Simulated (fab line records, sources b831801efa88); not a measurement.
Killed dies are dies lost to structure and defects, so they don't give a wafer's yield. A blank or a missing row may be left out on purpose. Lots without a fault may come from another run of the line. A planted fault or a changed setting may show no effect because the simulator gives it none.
Tool commonality check | flow sfq_line | 14 lots, 42 wafers sampled

WHY IT WAS OPENED
At SFQ_I1_OVL_MEAS_913 the reading I1_OVL is flagged on 2 of 14 lots. Wafers without a fault read -1 nm, standard deviation 4.8.
Rule: a lot is flagged when every wafer of it that has a number lies more than 4 standard deviations from that mean, or none has a number. The other lots count as sound.

lot  | measured     | on         | I1_OVL (nm), wafer by wafer | flag
L123 | day 33 03:04 | overlay-01 | -5 -3 -4                    |
L127 | day 35 03:05 | overlay-01 | -1 -4 -3                    |
L128 | day 35 19:52 | overlay-02 | 4 0 -3                      |
L129 | day 36 04:13 | overlay-01 | 1 1 -8                      |
L130 | day 36 23:26 | overlay-01 | -6 -1 -2                    |
L131 | day 37 09:02 | overlay-01 | 7 -1 0                      |
L132 | day 37 17:25 | overlay-01 | 1 1 3                       |
L133 | day 38 00:38 | overlay-01 | 1 9 3                       |
L135 | day 38 19:56 | overlay-02 | -2 -4 -7                    |
L136 | day 39 04:21 | overlay-01 | 2 6 3                       |
L142 | day 41 13:11 | overlay-01 | 106 107 109                 | FLAGGED
L143 | day 41 15:35 | overlay-02 | 113 109 107                 | FLAGGED
L145 | day 42 13:10 | overlay-02 | 2 6 2                       |
L146 | day 42 20:22 | overlay-02 | -11 1 1                     |
The numbers of the flagged lots are 108 nm on average: +110 nm against the usual, or +23 standard deviations.

WHICH TOOL RAN EACH LOT
The record holds 1 process step before the reading, out of a route of 325 steps. In each cell: the tool, then ch and the chambers that the sampled wafers went through, then the start.
lot  | flag    | SFQ_TRILAYER_I1_VIA_LITHO_EXPOSE_050
L123 |         | krf_scanner-02 ch 0, day 33 01:34
L127 |         | krf_scanner-02 ch 0, day 35 01:58
L128 |         | krf_scanner-02 ch 0, day 35 18:22
L129 |         | krf_scanner-01 ch 0, day 36 02:43
L130 |         | krf_scanner-01 ch 0, day 36 22:19
L131 |         | krf_scanner-01 ch 0, day 37 07:55
L132 |         | krf_scanner-01 ch 0, day 37 15:55
L133 |         | krf_scanner-01 ch 0, day 37 23:31
L135 |         | krf_scanner-02 ch 0, day 38 18:26
L136 |         | krf_scanner-02 ch 0, day 39 03:14
L142 | FLAGGED | krf_scanner-01 ch 0, day 41 11:53
L143 | FLAGGED | krf_scanner-01 ch 0, day 41 14:29
L145 |         | krf_scanner-02 ch 0, day 42 11:40
L146 |         | krf_scanner-02 ch 0, day 42 18:52
What these steps do:
- SFQ_TRILAYER_I1_VIA_LITHO_EXPOSE_050: exposes mask I1, target cd 500 nm.
- SFQ_I1_OVL_MEAS_913

FLAGGED OVER TOTAL, TOOL BY TOOL (the gauges that took the reading come last)
step                                 | tool           | lots run | flagged | share of the flagged lots | sound lots run after its first flagged lot
SFQ_TRILAYER_I1_VIA_LITHO_EXPOSE_050 | krf_scanner-01 | 7        | 2       | all                       | 0
SFQ_TRILAYER_I1_VIA_LITHO_EXPOSE_050 | krf_scanner-02 | 7        | 0       | none                      | -
SFQ_I1_OVL_MEAS_913                  | overlay-01     | 9        | 1       | some                      | 0
SFQ_I1_OVL_MEAS_913                  | overlay-02     | 5        | 1       | some                      | 2 (L145,L146)

WHAT THE TABLE ALLOWS
1 row of the table ran every flagged lot: krf_scanner-01 at SFQ_TRILAYER_I1_VIA_LITHO_EXPOSE_050.
- krf_scanner-01 at SFQ_TRILAYER_I1_VIA_LITHO_EXPOSE_050: 2 of its 7 lots flagged. Its last sound lot is L133 (day 37 23:31), its first flagged lot L142 (day 41 11:53): a fault that began between those two fits.
One tool is left: krf_scanner-01 at SFQ_TRILAYER_I1_VIA_LITHO_EXPOSE_050.

WHAT THE SIMULATOR HAD PUT IN
Scanner matching overlay: krf_scanner-01, from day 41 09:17 on, at SFQ_TRILAYER_I1_VIA_LITHO_EXPOSE_050. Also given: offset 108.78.
Lots struck among those shown: L142, L143. The rule above found the same.
